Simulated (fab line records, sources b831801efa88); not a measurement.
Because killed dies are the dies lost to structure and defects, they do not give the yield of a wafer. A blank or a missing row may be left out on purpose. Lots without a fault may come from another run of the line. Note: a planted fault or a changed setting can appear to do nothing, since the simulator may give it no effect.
Which of the tools did it? | flow gf180mcu | 21 wafers from 7 lots sampled at 4 of the route's 602 steps

## WHAT THE GAUGES SHOWED, per wafer
GF_M2_CD_MEAS_14: target cd 280 nm.
lot  | measured     | on        | cd-nm (nm)
L807 | day 19 13:04 | cd-sem-02 | 280.5 280.8 280.1
L811 | day 21 03:49 | cd-sem-02 | 278.1 279.1 279.2
L813 | day 22 06:15 | cd-sem-01 | 280.3 280.5 278.4
L816 | day 23 00:23 | cd-sem-01 | 281.5 282.1 281.4
L822 | day 25 01:46 | cd-sem-01 | 279.3 278.9 281.3
L824 | day 26 00:10 | cd-sem-01 | 280.8 280.1 280.5
L828 | day 26 23:22 | cd-sem-02 | 278.7 279.6 280.1

## WHICH TOOL RAN EACH LOT (tool, then ch and the chambers of the sampled wafers, then the start)
lot  | GF_NWELL_IMPLANT_09            | GF_CONTACT_SPUTTER_23        | GF_CONTACT_CVD_24
L807 | implanter-04 ch 0, day 3 14:11 | pvd-sputter-04, day 16 09:53 | cvd-w-01 ch 0, day 16 09:58
L811 | implanter-04 ch 0, day 4 10:44 | pvd-sputter-02, day 18 00:20 | cvd-w-02 ch 0,1, day 18 00:23
L813 | implanter-01 ch 0, day 4 23:14 | pvd-sputter-04, day 19 02:25 | cvd-w-02 ch 0,1, day 19 02:27
L816 | implanter-01 ch 0, day 5 13:59 | pvd-sputter-02, day 19 21:20 | cvd-w-02 ch 1, day 19 21:22
L822 | implanter-04 ch 0, day 6 23:38 | pvd-sputter-04, day 21 22:18 | cvd-w-01 ch 0,1, day 21 22:20
L824 | implanter-01 ch 0, day 7 08:56 | pvd-sputter-04, day 22 19:07 | cvd-w-01 ch 0,1, day 22 19:09
L828 | implanter-03 ch 0, day 8 07:46 | pvd-sputter-02, day 24 02:36 | cvd-w-01 ch 0, day 24 02:38
- GF_NWELL_IMPLANT_09
- GF_CONTACT_SPUTTER_23: material TiN, target thk 10 nm, time 40 s.
- GF_CONTACT_CVD_24: deposits W, target thk 300 nm, time 90.339 s.

## THE ANSWER, worked out from the rows above alone
Rule: usual is defined by the lots themselves. Put in order of their means at a reading, lots are off if they are a third of the lots or fewer, leave a main group of 4 or more, and stand apart from it by a gap of 3 or more times the standard deviation of the main group's means; of several such gaps the widest counts. If all means in a main group match to the digits the tables above print for the reading, that group is not used. A lot without any number at a reading at which 4 lots or more have one is off too. Any other lot the step has rows for is counted as sound.
Nothing can be told from this: no lot is off at any reading shown.

## WHAT THE SIMULATOR PUT IN
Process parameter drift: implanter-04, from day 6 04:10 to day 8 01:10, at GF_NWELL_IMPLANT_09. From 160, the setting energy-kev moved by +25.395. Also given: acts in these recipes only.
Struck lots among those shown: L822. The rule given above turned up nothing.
